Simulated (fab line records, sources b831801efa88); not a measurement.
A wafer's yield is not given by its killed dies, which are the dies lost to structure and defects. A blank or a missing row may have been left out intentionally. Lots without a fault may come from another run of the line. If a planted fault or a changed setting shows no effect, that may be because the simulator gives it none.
Which tool is to blame? || flow sky130 || 21 wafers from 7 lots sampled at 3 of the route's 708 steps

WHAT THE GAUGES SHOWED, per wafer
SKY_GATE_OXIDE_THK_MEAS_02.
{"lot": "L278", "measured": "day 13 05:02", "on": "film metro-03", "GATE_OXIDE_OXIDATION_00_THK (nm)": "10.54 10.47 10.45"}
{"lot": "L281", "measured": "day 14 13:10", "on": "film metro-01", "GATE_OXIDE_OXIDATION_00_THK (nm)": "10.30 10.32 10.34"}
{"lot": "L284", "measured": "day 15 05:04", "on": "film metro-04", "GATE_OXIDE_OXIDATION_00_THK (nm)": "10.70 10.42 10.70"}
{"lot": "L287", "measured": "day 16 01:41", "on": "film metro-03", "GATE_OXIDE_OXIDATION_00_THK (nm)": "10.21 10.33 10.34"}
{"lot": "L290", "measured": "day 17 11:28", "on": "film metro-04", "GATE_OXIDE_OXIDATION_00_THK (nm)": "8.49 8.40 8.40"}
{"lot": "L292", "measured": "day 17 22:19", "on": "film metro-04", "GATE_OXIDE_OXIDATION_00_THK (nm)": "8.41 8.50 8.53"}
{"lot": "L299", "measured": "day 20 09:19", "on": "film metro-01", "GATE_OXIDE_OXIDATION_00_THK (nm)": "10.05 10.20 10.09"}

WHAT TOOL EACH LOT RAN ON (gives the tool, then ch and the chambers of the sampled wafers, and finally the start)
{"lot": "L278", "SKY_FIELD_ISO_CMP_27": "cmp-01 ch 0,1,2, day 2 16:43", "SKY_GATE_OXIDE_OXIDATION_01": "furnace-01 ch 0, day 13 03:38"}
{"lot": "L281", "SKY_FIELD_ISO_CMP_27": "cmp-01 ch 0,2,3, day 3 13:19", "SKY_GATE_OXIDE_OXIDATION_01": "furnace-01 ch 0, day 14 11:44"}
{"lot": "L284", "SKY_FIELD_ISO_CMP_27": "cmp-01 ch 2,3, day 3 21:33", "SKY_GATE_OXIDE_OXIDATION_01": "furnace-02 ch 0, day 15 03:39"}
{"lot": "L287", "SKY_FIELD_ISO_CMP_27": "cmp-01 ch 1,2,3, day 4 12:36", "SKY_GATE_OXIDE_OXIDATION_01": "furnace-01 ch 0, day 16 00:15"}
{"lot": "L290", "SKY_FIELD_ISO_CMP_27": "cmp-02 ch 1,3, day 5 09:44", "SKY_GATE_OXIDE_OXIDATION_01": "furnace-01 ch 0, day 17 10:04"}
{"lot": "L292", "SKY_FIELD_ISO_CMP_27": "cmp-01 ch 0,1, day 5 17:41", "SKY_GATE_OXIDE_OXIDATION_01": "furnace-01 ch 0, day 17 20:53"}
{"lot": "L299", "SKY_FIELD_ISO_CMP_27": "cmp-02 ch 0,1,3, day 7 08:46", "SKY_GATE_OXIDE_OXIDATION_01": "furnace-02 ch 0, day 20 07:53"}
- SKY_FIELD_ISO_CMP_27: polishes, stops on Si3N4, t overpolish 16 s, target thk 457.8 nm.
- SKY_GATE_OXIDE_OXIDATION_01: stabilise 600 s, purge 300 s, target thk 10.268 nm.

THE ANSWER, worked out from the rows above alone
Rule: usual is defined by the lots themselves. Put in order of their means at a reading, lots are off if they are a third of the lots or fewer, leave a main group of 4 or more, and stand apart from it by a gap of 3 or more times the standard deviation of the main group's means; of several such gaps the widest counts. A main group is skipped when, at the precision printed for the reading in the tables above, its means are all equal. A lot without any number at a reading at which 4 lots or more have one is off too. All remaining lots with rows at the step are treated as sound.
Off: at SKY_GATE_OXIDE_THK_MEAS_02 (GATE_OXIDE_OXIDATION_00_THK), L290, L292. The main group: mean 10.36 nm, standard deviation 0.17.
If a tool, at a process step before that reading, ran all the lots that are off and no sound lot after the first of them, it fits. Gauges at SKY_GATE_OXIDE_THK_MEAS_02: tried the same way as those tools. This does not decide it: 2 tools fit, namely furnace-01 at SKY_GATE_OXIDE_OXIDATION_01 and film metro-04 at SKY_GATE_OXIDE_THK_MEAS_02.

WHAT THE SIMULATOR PUT IN
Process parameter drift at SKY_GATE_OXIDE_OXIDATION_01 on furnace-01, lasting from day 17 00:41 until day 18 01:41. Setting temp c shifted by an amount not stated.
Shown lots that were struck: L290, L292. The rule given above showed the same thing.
